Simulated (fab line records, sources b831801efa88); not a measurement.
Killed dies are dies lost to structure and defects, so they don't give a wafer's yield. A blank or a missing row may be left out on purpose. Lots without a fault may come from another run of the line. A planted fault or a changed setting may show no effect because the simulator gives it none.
Which tool did it? | flow gf180mcu | 13 lots, 39 wafers sampled, at 5 steps of a route of 602

WHAT THE GAUGES READ, wafer by wafer
GF_M2_RS_MEAS_05: measures by four-point-probe. Usual: M2_ALCU_RS 0.0697 ohm/sq, standard deviation 0.00056.
lot  | measured     | on            | M2_ALCU_RS (ohm/sq)  | flag
L638 | day 19 21:02 | film_metro-01 | 0.0692 0.0691 0.0699 |
L639 | day 20 03:11 | film_metro-04 | 0.0697 0.0703 0.0697 |
L641 | day 20 22:14 | film_metro-03 | 0.0692 0.0687 0.0689 |
L642 | day 21 12:38 | film_metro-01 | 0.0696 0.0698 0.0698 |
L643 | day 21 13:37 | film_metro-01 | 0.0691 0.0690 0.0694 |
L644 | day 22 01:07 | film_metro-04 | 0.0694 0.0700 0.0696 |
L651 | day 24 11:43 | film_metro-04 | 0.0692 0.0689 0.0690 |
L652 | day 24 21:15 | film_metro-04 | 0.0692 0.0698 0.0702 |
L653 | day 25 00:01 | film_metro-04 | 0.0712 0.0701 0.0708 |
L654 | day 25 07:21 | film_metro-03 | 0.0695 0.0688 0.0694 |
L655 | day 25 17:01 | film_metro-01 | 0.0698 0.0699 0.0706 |
L656 | day 25 23:46 | film_metro-04 | 0.0691 0.0685 0.0685 |
L657 | day 26 04:40 | film_metro-01 | 0.0690 0.0697 0.0699 |

GF_M2_THK_MEAS_06: measures by xrf. Usual: M2_ALCU_THK 457 nm, standard deviation 4.9.
lot  | measured     | on            | M2_ALCU_THK (nm) | flag
L638 | day 19 21:10 | film_metro-01 | 456 455 450      |
L639 | day 20 03:19 | film_metro-04 | 462 454 461      |
L641 | day 20 22:21 | film_metro-03 | 455 458 459      |
L642 | day 21 12:45 | film_metro-01 | 456 452 456      |
L643 | day 21 13:43 | film_metro-01 | 459 462 456      |
L644 | day 22 01:14 | film_metro-04 | 463 458 459      |
L651 | day 24 11:50 | film_metro-04 | 463 466 466      |
L652 | day 24 21:22 | film_metro-04 | 465 457 455      |
L653 | day 25 00:07 | film_metro-04 | 450 457 453      |
L654 | day 25 07:26 | film_metro-03 | 455 460 456      |
L655 | day 25 17:08 | film_metro-01 | 453 457 449      |
L656 | day 25 23:51 | film_metro-04 | 461 465 465      |
L657 | day 26 04:47 | film_metro-01 | 461 453 455      |

GF_V2_THK_MEAS_03. Usual: V2_CVD_02_THK 851 nm, standard deviation 9.3.
lot  | measured     | on            | V2_CVD_02_THK (nm) | flag
L638 | day 20 22:22 | film_metro-02 | 845 849 842        |
L639 | day 21 04:01 | film_metro-04 | 846 844 847        |
L641 | day 21 23:01 | film_metro-02 | 842 851 848        |
L642 | day 22 12:59 | film_metro-04 | 845 841 854        |
L643 | day 22 14:20 | film_metro-02 | 836 867 846        |
L644 | day 23 01:05 | film_metro-04 | 845 847 852        |
L651 | day 25 10:47 | film_metro-04 | 841 850 857        |
L652 | day 25 19:56 | film_metro-03 | 853 861 866        |
L653 | day 25 22:07 | film_metro-03 | 843 848 854        |
L654 | day 26 06:16 | film_metro-04 | 872 867 863        |
L655 | day 26 15:14 | film_metro-03 | 840 855 850        |
L656 | day 26 21:20 | film_metro-04 | 867 864 865        |
L657 | day 27 01:56 | film_metro-04 | 844 837 862        |

WHICH TOOL RAN EACH LOT (tool, then ch and the chambers of the sampled wafers, then the start)
lot  | GF_M2_COAT_09                     | GF_M2_STRIP_17
L638 | litho_track-01 ch 0, day 20 08:58 | plasma_asher-01 ch 0,1, day 20 21:37
L639 | litho_track-02 ch 0, day 20 14:51 | plasma_asher-04 ch 0,1, day 21 03:14
L641 | litho_track-01 ch 0, day 21 09:46 | plasma_asher-01 ch 0,1, day 21 22:08
L642 | litho_track-01 ch 0, day 22 00:06 | plasma_asher-02 ch 0,1, day 22 12:11
L643 | litho_track-01 ch 0, day 22 01:00 | plasma_asher-02 ch 0,1, day 22 13:35
L644 | litho_track-02 ch 0, day 22 12:39 | plasma_asher-02 ch 0,1, day 23 00:22
L651 | litho_track-02 ch 0, day 24 22:48 | plasma_asher-04 ch 0,1, day 25 09:40
L652 | litho_track-04 ch 0, day 25 07:47 | plasma_asher-02 ch 0,1, day 25 19:11
L653 | litho_track-02 ch 0, day 25 10:08 | plasma_asher-02 ch 0,1, day 25 21:20
L654 | litho_track-04 ch 0, day 25 18:20 | plasma_asher-04 ch 0,1, day 26 05:30
L655 | litho_track-01 ch 0, day 26 03:14 | plasma_asher-02 ch 0,1, day 26 14:29
L656 | litho_track-04 ch 0, day 26 09:56 | plasma_asher-01 ch 0,1, day 26 20:30
L657 | litho_track-04 ch 0, day 26 15:04 | plasma_asher-04 ch 0,1, day 27 01:11
- GF_M2_COAT_09: resist thk 1000 nm.
- GF_M2_STRIP_17: strips in O2/N2.

WHAT THE TOOLS THEMSELVES READ (means of the sampled wafers that have a number; where no wafer has one, the mark that the record gives instead)
GF_M2_STRIP_17. Usual: drypump_motor_current_A 5.68 A, standard deviation 0.27; heater_power_w 336 W, standard deviation 38; oes_product_au 0.537 a.u., standard deviation 0.0042; strip_time_to_endpoint_s 7.38 s, standard deviation 0.034.
lot  | tool            | drypump_motor_current_A (A) | heater_power_w (W) | oes_product_au (a.u.) | strip_time_to_endpoint_s (s) | flag
L638 | plasma_asher-01 | 5.80                        | 352                | 0.535                 | 7.36                         |
L639 | plasma_asher-04 | 5.49                        | 314                | 0.540                 | 7.39                         |
L641 | plasma_asher-01 | 5.52                        | 315                | 0.543                 | 7.38                         |
L642 | plasma_asher-02 | 5.85                        | 346                | 0.544                 | 7.61                         | OFF
L643 | plasma_asher-02 | 5.80                        | 362                | 0.544                 | 7.60                         | OFF
L644 | plasma_asher-02 | 5.76                        | 364                | 0.536                 | 7.37                         |
L651 | plasma_asher-04 | 5.52                        | 309                | 0.541                 | 7.37                         |
L652 | plasma_asher-02 | 5.78                        | 359                | 0.537                 | 7.42                         |
L653 | plasma_asher-02 | 5.83                        | 341                | 0.538                 | 7.33                         |
L654 | plasma_asher-04 | 5.47                        | 315                | 0.540                 | 7.34                         |
L655 | plasma_asher-02 | 5.79                        | 365                | 0.536                 | 7.36                         |
L656 | plasma_asher-01 | 5.55                        | 315                | 0.533                 | 7.37                         |
L657 | plasma_asher-04 | 5.35                        | 304                | 0.541                 | 7.36                         |

THE ANSWER, worked out from the rows above alone
Rule: a lot is off if the mean of its wafers that have a number lies more than 3 standard deviations from the usual mean. A lot without any number at a reading at which 4 lots or more have one is off too. The other lots that the step has rows for count as sound. The gauges are gone through in route order, then the tools' own readings, and for those a lot's mean is taken as printed above. The first step at which some lot is off is used, and at that step the reading that is off furthest; a lot without a number counts as furthest.
Off: L642, L643, at GF_M2_STRIP_17 (strip_time_to_endpoint_s).
A tool fits if, at that step or a process step before it, it ran every lot that is off, and no sound lot after the first of them. None of those tried fits.

WHAT THE SIMULATOR HAD PUT IN
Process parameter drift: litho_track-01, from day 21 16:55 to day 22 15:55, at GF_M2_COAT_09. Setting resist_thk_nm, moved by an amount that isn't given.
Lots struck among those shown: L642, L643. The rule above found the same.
